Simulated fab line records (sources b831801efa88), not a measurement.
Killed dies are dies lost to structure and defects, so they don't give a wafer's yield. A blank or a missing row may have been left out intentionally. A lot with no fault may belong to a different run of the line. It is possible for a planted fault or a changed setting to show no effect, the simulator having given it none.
fab line records	flow sky130
record: lots: 5	wafers: 14	last-day: 50
route steps=708 shown SD_P@327 RES_XHIGH@332 SD_N@342 SALICIDE@361
lots that met no fault: from a run of the same line without faults
start-h: start of the lot's first displayed wafer, in hours after the record's first day	wait-h: hours elapsed since this lot's preceding step	" unchanged from the row above	L1.1+2: several wafers, shown together as one row	- value missing, or start not given	* or withheld: withheld	< > ~ a bound
route shown NAME@n: a module of which the file shows steps, and the number in the route of the first	usual: mean/standard deviation taken from wafers without a fault	same: alike in all rows	chamber/n: place in a boat	sites: readings site by site	_std_site: standard deviation of those values	_edge_site: the outer-site mean with the inner-site mean subtracted	radius-mm: how far each site lies from the wafer's centre	mask NAME#n: copy n	behind: the most recent tool/chamber to have shaped the wafer	hold: what put the lot on hold/how long, in hours/how the hold closed	device: the n, p or np transistor that did not switch	end of line: the route-end tests of the same wafers	a step without rows: its recipe alone	killed: dies lost to structure and defects at the first sort, not the wafer's yield	map: a wafer's dies, x killed, . not, _ none there
set.NAME: the run value of the setting; set.NAME@STEP: its run value at that earlier step	model.NAME: the simulator's own value behind a step, which no gauge read
a table for each step, a row for each wafer; lots at some steps of the route
services: when a tool's chamber went out of use (start-h, in hours from the record's first day, below 0 if earlier), for how many hours, and the reason
== steps ==
step: SKY_SD_P_CD_MEAS_07
recipe: target-cd-nm: 380
usual: cd-nm: 380.1/2.5
lot.wafer	tool	chamber	start-h	wait-h	cd-nm
L124.2	cd-sem-01	-	653.08	0.1	377.6
L124.5	"	-	"	"	380.5
L124.6	"	-	"	"	379.1
L126.1	cd-sem-02	-	676.64	0.1	378.9
L126.4	"	-	"	"	381.9
L126.6	"	-	"	"	381.2
L133.2	cd-sem-02	-	735.46	0.1	382.4
L133.3	"	-	"	"	383.2
L136.3	cd-sem-01	-	746.70	0.1	378.4
L136.4	"	-	"	"	380.3
L136.5	"	-	"	"	379.7
L138.3	cd-sem-02	-	764.64	0.1	380.1
L138.5	"	-	"	"	381.4
L138.6	"	-	"	"	380.5
step: SKY_SD_P_OVL_MEAS_08
usual: SD_P_OVL: -0.2/1
lot.wafer	tool	chamber	start-h	wait-h	SD_P_OVL[nm]
L124.2	overlay-01	-	653.18	0.1	-1.1
L124.5	"	-	"	"	-0.7
L124.6	"	-	"	"	-0.2
L126.1	overlay-01	-	676.76	0.1	-0.5
L126.4	"	-	"	"	1.1
L126.6	"	-	"	"	-0.4
L133.2	overlay-01	-	735.57	0.1	-0.2
L133.3	"	-	"	"	0.3
L136.3	overlay-01	-	746.79	0.1	-1.3
L136.4	"	-	"	"	-1.3
L136.5	"	-	"	"	-0.8
L138.3	overlay-01	-	764.73	0.1	-0.5
L138.5	"	-	"	"	-1.8
L138.6	"	-	"	"	0.1
step: SKY_SD_P_IMPLANT_09
recipe: species: BF2	energy-kev: 20	dose-cm2: 3e+15	tilt-deg: 0
step: SKY_SD_P_STRIP_10
recipe: chemistry: O2/N2	power-w: 1400	pressure-mtorr: 1500	platen-temp-c: withheld	o2-flow-sccm: 3000	n2-flow-sccm: 300	overash-fraction: 0.5
usual: drypump-motor-current-A: 6.21/0.2	n2-flow-sccm: 300.1/0.88	oes-product-au: 0.618/0.0046	strip-time-to-endpoint-s: 17.49/0.051
lot.wafer	tool	chamber	start-h	wait-h	drypump-motor-current-A	n2-flow-sccm	oes-product-au	rf-hours-counter-h	strip-time-to-endpoint-s
L124.2	plasma-asher-02	1	653.36	0.1	6.52	300.5	0.627	94	17.51
L124.5	"	1	"	"	6.49	299.6	0.621	-	17.48
L124.6	"	0	"	"	5.75	298.4	0.624	-	17.49
L126.1	plasma-asher-04	1	676.95	0.1	6.26	299.6	0.612	55	17.42
L126.4	"	1	"	"	6.25	298.9	0.620	-	17.43
L126.6	"	1	"	"	6.26	300.1	0.623	-	17.46
L133.2	plasma-asher-04	0	735.75	0.1	6.34	300.0	0.613	61	17.45
L133.3	"	0	"	"	6.31	299.6	0.622	-	17.46
L136.3	plasma-asher-04	1	747.00	0.1	6.23	300.8	0.611	-	17.54
L136.4	"	0	"	"	6.34	300.6	0.621	-	17.51
L136.5	"	1	"	"	6.23	300.4	0.616	-	17.49
L138.3	plasma-asher-03	1	764.94	0.1	6.17	300.3	0.624	-	17.44
L138.5	"	1	"	"	6.18	300.4	0.612	-	17.45
L138.6	"	0	"	"	5.95	298.4	0.611	-	17.51
step: SKY_SD_P_TW_MEAS_11
usual: SD_P_TW: 2829/18
lot.wafer	tool	chamber	start-h	wait-h	SD_P_TW
L124.2	film-metro-03	-	653.47	0.1	2813
L124.5	"	-	"	"	2823
L124.6	"	-	"	"	2804
L126.1	film-metro-03	-	677.05	0.1	2811
L126.4	"	-	"	"	2807
L126.6	"	-	"	"	2818
L133.2	film-metro-02	-	735.86	0.1	2810
L133.3	"	-	"	"	2804
L136.3	film-metro-03	-	747.08	0.1	2825
L136.4	"	-	"	"	2844
L136.5	"	-	"	"	2825
L138.3	film-metro-03	-	765.02	0.1	2833
L138.5	"	-	"	"	2827
L138.6	"	-	"	"	2825
step: SKY_RES_XHIGH_DEHYDRATE_00
recipe: temp-c: 200	time-s: 60
step: SKY_RES_XHIGH_HMDS_01
recipe: prime-time-s: 60	prime-temp-c: 120
step: SKY_RES_XHIGH_COAT_02
recipe: resist: NOVOLAK	spin-rpm: 3000	resist-thk-nm: 1140
step: SKY_RES_XHIGH_SOFTBAKE_03
recipe: temp-c: 90	time-s: 60	resist: NOVOLAK
step: SKY_RES_XHIGH_EXPOSE_04
recipe: mask-id: URPM	na: 0.6	source-shape: conventional	sigma-outer: 0.6	polarization: unpolarized	target-cd-nm: 1270	dose-mj: 140
step: SKY_RES_XHIGH_PEB_05
recipe: temp-c: withheld	time-s: *	resist: NOVOLAK
step: SKY_RES_XHIGH_DEVELOP_06
recipe: resist: NOVOLAK	developer: TMAH	develop-time-s: 60	dev-temp-c: 23
step: SKY_RES_XHIGH_IMPLANT_07
recipe: species: BF2	energy-kev: 20	dose-cm2: 3.6e+14	tilt-deg: 0
usual: beam-energy-keV: 20.000/0.0058	tilt-deg: -0.001/0.022
lot.wafer	tool	chamber	start-h	wait-h	beam-energy-keV	tilt-deg
L124.2	implanter-01	0	682.03	0.1	19.998	0.046
L124.5	"	0	"	"	19.991	0.032
L124.6	"	0	"	"	19.998	0.040
L126.1	implanter-03	0	704.20	0.1	20.011	-0.003
L126.4	"	0	"	"	19.998	0.018
L126.6	"	0	"	"	20.004	-0.028
L133.2	implanter-03	0	762.57	0.1	20.000	0.023
L133.3	"	0	"	"	19.993	0.027
L136.3	implanter-02	0	773.71	0.1	20.003	-0.013
L136.4	"	0	"	"	20.002	-0.001
L136.5	"	0	"	"	20.002	-0.019
L138.3	implanter-02	0	792.25	0.1	19.997	0.008
L138.5	"	0	"	"	20.002	0.035
L138.6	"	0	"	"	20.007	-0.016
step: SKY_RES_XHIGH_STRIP_08
recipe: chemistry: O2/N2	power-w: 1400	pressure-mtorr: 1500	platen-temp-c: withheld	o2-flow-sccm: 3000	n2-flow-sccm: 300	overash-fraction: 0.5
usual: drypump-motor-current-A: 6.1/0.31	n2-flow-sccm: 300.0/0.98	oes-product-au: 0.711/0.0043	strip-time-to-endpoint-s: 14.26/0.038
lot.wafer	tool	chamber	start-h	wait-h	drypump-motor-current-A	n2-flow-sccm	oes-product-au	rf-hours-counter-h	strip-time-to-endpoint-s
L124.2	plasma-asher-03	0	682.16	0.1	6.0	301.1	0.719	26	14.19
L124.5	"	1	"	"	6.2	298.8	0.705	-	14.28
L124.6	"	0	"	"	6.0	299.2	0.714	-	14.33
L126.1	plasma-asher-02	0	704.35	0.1	5.8	299.0	0.711	98	14.28
L126.4	"	0	"	"	5.8	298.8	0.710	-	14.25
L126.6	"	1	"	"	6.5	299.9	0.713	-	14.26
L133.2	plasma-asher-02	1	762.70	0.1	6.5	299.2	0.719	2	14.18
L133.3	"	0	"	"	5.8	299.0	0.706	-	14.16
L136.3	plasma-asher-01	0	773.84	0.1	5.8	301.5	0.709	-	14.18
L136.4	"	1	"	"	6.4	300.1	0.709	-	14.19
L136.5	"	0	"	"	5.8	301.8	0.714	-	14.22
L138.3	plasma-asher-01	0	792.38	0.1	5.8	299.4	0.708	-	14.27
L138.5	"	1	"	"	6.4	301.3	0.705	-	14.25
L138.6	"	0	"	"	5.8	300.4	0.714	-	14.23
step: SKY_RES_XHIGH_TW_MEAS_09
usual: RES_XHIGH_TW: 1647/12
lot.wafer	tool	chamber	start-h	wait-h	RES_XHIGH_TW
L124.2	film-metro-03	-	682.27	0.1	1632
L124.5	"	-	"	"	1626
L124.6	"	-	"	"	1620
L126.1	film-metro-04	-	704.45	0.1	1662
L126.4	"	-	"	"	1654
L126.6	"	-	"	"	1646
L133.2	film-metro-03	-	762.81	0.1	1548
L133.3	"	-	"	"	1549
L136.3	film-metro-04	-	773.93	0.1	1663
L136.4	"	-	"	"	1656
L136.5	"	-	"	"	1643
L138.3	film-metro-04	-	792.47	0.1	1658
L138.5	"	-	"	"	1667
L138.6	"	-	"	"	1663
step: SKY_SD_N_DEHYDRATE_00
recipe: temp-c: 200	time-s: 60
step: SKY_SD_N_HMDS_01
recipe: prime-time-s: 60	prime-temp-c: 120
step: SKY_SD_N_COAT_02
recipe: resist: NOVOLAK	spin-rpm: 3000	resist-thk-nm: 1140
step: SKY_SD_N_SOFTBAKE_03
recipe: temp-c: 90	time-s: 60	resist: NOVOLAK
step: SKY_SD_N_EXPOSE_04
recipe: mask-id: NSDM	na: 0.6	source-shape: conventional	sigma-outer: 0.6	polarization: unpolarized	target-cd-nm: 380	dose-mj: 141
step: SKY_SD_N_PEB_05
recipe: temp-c: withheld	time-s: *	resist: NOVOLAK
step: SKY_SD_N_DEVELOP_06
recipe: resist: NOVOLAK	developer: TMAH	develop-time-s: 60	dev-temp-c: 23
step: SKY_SD_N_CD_MEAS_07
recipe: target-cd-nm: 380
usual: cd-nm: 379.8/2.4
lot.wafer	tool	chamber	start-h	wait-h	cd-nm
L124.2	cd-sem-01	-	709.56	0.1	377.0
L124.5	"	-	"	"	378.5
L124.6	"	-	"	"	377.7
L126.1	cd-sem-01	-	731.76	0.1	377.7
L126.4	"	-	"	"	379.0
L126.6	"	-	"	"	375.0
L133.2	cd-sem-01	-	788.88	0.1	381.3
L133.3	"	-	"	"	381.9
L136.3	cd-sem-02	-	799.84	0.1	383.3
L136.4	"	-	"	"	384.7
L136.5	"	-	"	"	384.3
L138.3	cd-sem-01	-	818.84	0.1	381.0
L138.5	"	-	"	"	381.6
L138.6	"	-	"	"	381.2
step: SKY_SD_N_OVL_MEAS_08
usual: SD_N_OVL: 0.0/1.4
lot.wafer	tool	chamber	start-h	wait-h	SD_N_OVL[nm]
L124.2	overlay-01	-	709.67	0.1	1.1
L124.5	"	-	"	"	0.4
L124.6	"	-	"	"	-0.8
L126.1	overlay-01	-	731.88	0.1	1.5
L126.4	"	-	"	"	-0.3
L126.6	"	-	"	"	1.3
L133.2	overlay-02	-	788.98	0.1	-1.7
L133.3	"	-	"	"	0.1
L136.3	overlay-02	-	799.93	0.1	-1.7
L136.4	"	-	"	"	-1.9
L136.5	"	-	"	"	-2.2
L138.3	overlay-02	-	818.93	0.1	-3.4
L138.5	"	-	"	"	-1.6
L138.6	"	-	"	"	-3.5
step: SKY_SD_N_IMPLANT_09
recipe: species: As	energy-kev: 50	dose-cm2: 4e+15	tilt-deg: 0
step: SKY_SD_N_IMPLANT_10
recipe: species: P	energy-kev: 20	dose-cm2: 1e+14	tilt-deg: 0
step: SKY_SD_N_STRIP_11
recipe: chemistry: O2/N2	power-w: 1400	pressure-mtorr: 1500	platen-temp-c: withheld	o2-flow-sccm: 3000	n2-flow-sccm: 300	overash-fraction: 0.5
usual: drypump-motor-current-A: 6.19/0.22	n2-flow-sccm: 300.1/0.83	oes-product-au: 0.527/0.0048	strip-time-to-endpoint-s: 22.56/0.053
lot.wafer	tool	chamber	start-h	wait-h	drypump-motor-current-A	n2-flow-sccm	oes-product-au	rf-hours-counter-h	strip-time-to-endpoint-s
L124.2	plasma-asher-01	0	710.00	0.1	5.81	302.3	0.524	91	22.55
L124.5	"	1	"	"	6.36	301.5	0.527	-	22.59
L124.6	"	0	"	"	5.78	302.0	0.532	-	22.54
L126.1	plasma-asher-01	0	732.21	0.1	5.83	300.3	0.531	93	22.56
L126.4	"	0	"	"	5.84	299.3	0.533	-	22.51
L126.6	"	1	"	"	6.37	300.0	0.521	-	22.52
L133.2	plasma-asher-01	1	789.31	0.1	6.35	300.6	0.522	98	22.48
L133.3	"	1	"	"	6.36	300.9	0.533	-	22.47
L136.3	plasma-asher-04	0	800.29	0.1	6.36	300.6	0.520	-	22.59
L136.4	"	1	"	"	6.24	302.3	0.520	-	22.59
L136.5	"	0	"	"	6.34	301.0	0.524	-	22.56
L138.3	plasma-asher-04	1	819.29	0.1	6.25	299.9	0.529	-	22.39
L138.5	"	0	"	"	6.34	299.6	0.527	-	22.42
L138.6	"	1	"	"	6.26	300.5	0.522	-	22.40
step: SKY_SD_N_TW_MEAS_12
usual: SD_N_TW: 4003/33
lot.wafer	tool	chamber	start-h	wait-h	SD_N_TW
L124.2	film-metro-02	-	710.11	0.1	3995
L124.5	"	-	"	"	3982
L124.6	"	-	"	"	3971
L126.1	film-metro-04	-	732.31	0.1	4057
L126.4	"	-	"	"	4045
L126.6	"	-	"	"	4049
L133.2	film-metro-03	-	789.42	0.1	3993
L133.3	"	-	"	"	3986
L136.3	film-metro-04	-	800.37	0.1	4069
L136.4	"	-	"	"	4057
L136.5	"	-	"	"	4061
L138.3	film-metro-03	-	819.37	0.1	3983
L138.5	"	-	"	"	3980
L138.6	"	-	"	"	3981
step: SKY_SD_N_CLEAN_13
recipe: chemistry: SC1/SC2	mix: 1:4:20	temp-c: 70	time-s: 150	dry: n2-spin
step: SKY_SD_N_RTA_14
recipe: temp-c: 1075	time-s: 2	idle-temp-c: 650	ramp-up-c-per-s: 150	ramp-down-c-per-s: 90	ambient: N2
usual: lamp-power-pct: 15.73/0.049	ramp-up-c-per-s: 150.00/0.029	wafer_temp_C_max: 1078.0/1.2
lot.wafer	tool	chamber	start-h	wait-h	lamp-power-pct	ramp-up-c-per-s	wafer_temp_C_max
L124.2	rtp-anneal-02	0	710.22	0.0	15.78	149.96	1077.2
L124.5	"	0	"	"	15.74	150.00	1075.0
L124.6	"	0	"	"	15.83	149.95	1077.9
L126.1	rtp-anneal-02	0	732.42	0.0	15.78	149.99	1076.8
L126.4	"	0	"	"	15.72	149.94	1079.9
L126.6	"	0	"	"	15.71	150.01	1077.7
L133.2	rtp-anneal-01	0	789.54	0.0	15.76	150.00	1077.3
L133.3	"	0	"	"	15.79	150.02	1078.1
L136.3	rtp-anneal-01	0	800.50	0.0	15.68	150.04	1078.1
L136.4	"	0	"	"	15.70	149.99	1079.8
L136.5	"	0	"	"	15.74	150.02	1081.2
L138.3	rtp-anneal-02	0	819.49	0.0	15.81	149.99	1077.7
L138.5	"	0	"	"	15.76	149.99	1077.1
L138.6	"	0	"	"	15.76	149.97	1076.3
step: SKY_SD_N_RS_MEAS_16
recipe: thk-meas-gauge: four-point-probe
usual: SD_N_RS: 68.56/0.12
lot.wafer	tool	chamber	start-h	wait-h	SD_N_RS[ohm/sq]
L124.2	film-metro-03	-	710.40	0.1	68.51
L124.5	"	-	"	"	68.69
L124.6	"	-	"	"	68.78
L126.1	film-metro-02	-	732.65	0.1	68.40
L126.4	"	-	"	"	68.29
L126.6	"	-	"	"	68.55
L133.2	film-metro-03	-	789.77	0.1	68.67
L133.3	"	-	"	"	68.63
L136.3	film-metro-04	-	800.73	0.1	68.61
L136.4	"	-	"	"	68.48
L136.5	"	-	"	"	68.51
L138.3	film-metro-03	-	819.68	0.1	68.81
L138.5	"	-	"	"	68.59
L138.6	"	-	"	"	68.69
step: SKY_SD_N_RS_MEAS_17
recipe: thk-meas-gauge: four-point-probe
usual: SD_P_RS: 147.2/0.35
lot.wafer	tool	chamber	start-h	wait-h	SD_P_RS[ohm/sq]
L124.2	film-metro-03	-	710.52	0.1	147.6
L124.5	"	-	"	"	147.9
L124.6	"	-	"	"	148.3
L126.1	film-metro-02	-	732.77	0.1	146.6
L126.4	"	-	"	"	146.4
L126.6	"	-	"	"	147.0
L133.2	film-metro-03	-	789.89	0.1	146.9
L133.3	"	-	"	"	147.4
L136.3	film-metro-04	-	800.85	0.1	147.4
L136.4	"	-	"	"	146.9
L136.5	"	-	"	"	146.4
L138.3	film-metro-03	-	819.80	0.1	147.1
L138.5	"	-	"	"	147.1
L138.6	"	-	"	"	146.9
step: SKY_SD_N_RS_MEAS_18
recipe: thk-meas-gauge: four-point-probe
usual: RES_XHIGH_RS: 333.6/1.3
lot.wafer	tool	chamber	start-h	wait-h	RES_XHIGH_RS[ohm/sq]
L124.2	film-metro-03	-	710.64	0.1	334.3
L124.5	"	-	"	"	334.6
L124.6	"	-	"	"	334.0
L126.1	film-metro-02	-	732.89	0.1	330.6
L126.4	"	-	"	"	332.9
L126.6	"	-	"	"	332.6
L133.2	film-metro-03	-	790.01	0.1	385.4
L133.3	"	-	"	"	384.3
L136.3	film-metro-04	-	800.97	0.1	331.8
L136.4	"	-	"	"	332.5
L136.5	"	-	"	"	334.2
L138.3	film-metro-03	-	819.92	0.1	331.5
L138.5	"	-	"	"	331.8
L138.6	"	-	"	"	333.1
step: SKY_SALICIDE_CLEAN_00
recipe: chemistry: HF-last	time-s: 30	dilution: 100:1	dry: ipa-marangoni
== services ==
tool	chamber	start-h	hours	kind
implanter-01	-	641.94	2.8	repair
implanter-03	-	647.29	3.7	repair
plasma-asher-02	-	655.04	9.5	repair
implanter-03	-	663.77	5.9	pm
implanter-02	-	687.41	3.1	pm
implanter-01	-	698.21	2.4	repair
implanter-01	-	719.94	0.9	repair
implanter-01	-	733.09	79.8	repair
plasma-asher-02	-	733.75	9.0	pm
plasma-asher-02	0	733.75	9.0	vent-cycle
plasma-asher-02	1	733.75	9.0	vent-cycle
plasma-asher-02	0	742.75	-	clean
plasma-asher-02	1	742.75	-	clean
plasma-asher-03	-	757.29	3.5	repair
plasma-asher-03	-	794.37	15.5	repair
plasma-asher-03	-	804.96	1.6	repair
implanter-01	-	812.85	3.0	repair
== key ==
first-sign: step: SKY_RES_XHIGH_TW_MEAS_09	reading: RES_XHIGH_TW	direction: down	sigmas: 8.5	usual: 1647	struck: 1549
effect: step: SKY_SD_N_RS_MEAS_18	reading: RES_XHIGH_RS	direction: up	sigmas: 40	usual: 333.6	struck: 384.8
met-at SKY_RES_XHIGH_IMPLANT_07
struck-wafers L133.2,L133.3
sort-left-out L133.2,L133.3
tester-left-out L133
onset-between 704.20 762.57
also-fits SKY_RES_XHIGH_STRIP_08:plasma-asher-02
fault: kind: process-parameter-drift	tool: implanter-03	chamber: -	onset-h: 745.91	steps: SKY_RES_XHIGH_IMPLANT_07	channel: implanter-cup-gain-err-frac	offset: 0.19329	shape: step	end-h: 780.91	scope: struck-wafers-only
tester-left-out: of these lots the tester's yield and bins aren't shown, on N5 and GAA mostly nor the transistor test; their killed dies are dies lost to structure and defects alone, not to doping, threshold or leakage, so they don't give the yield
sort-left-out: the simulated sort isn't trusted on such a fault, so these wafers' sort isn't shown, and their yield isn't known
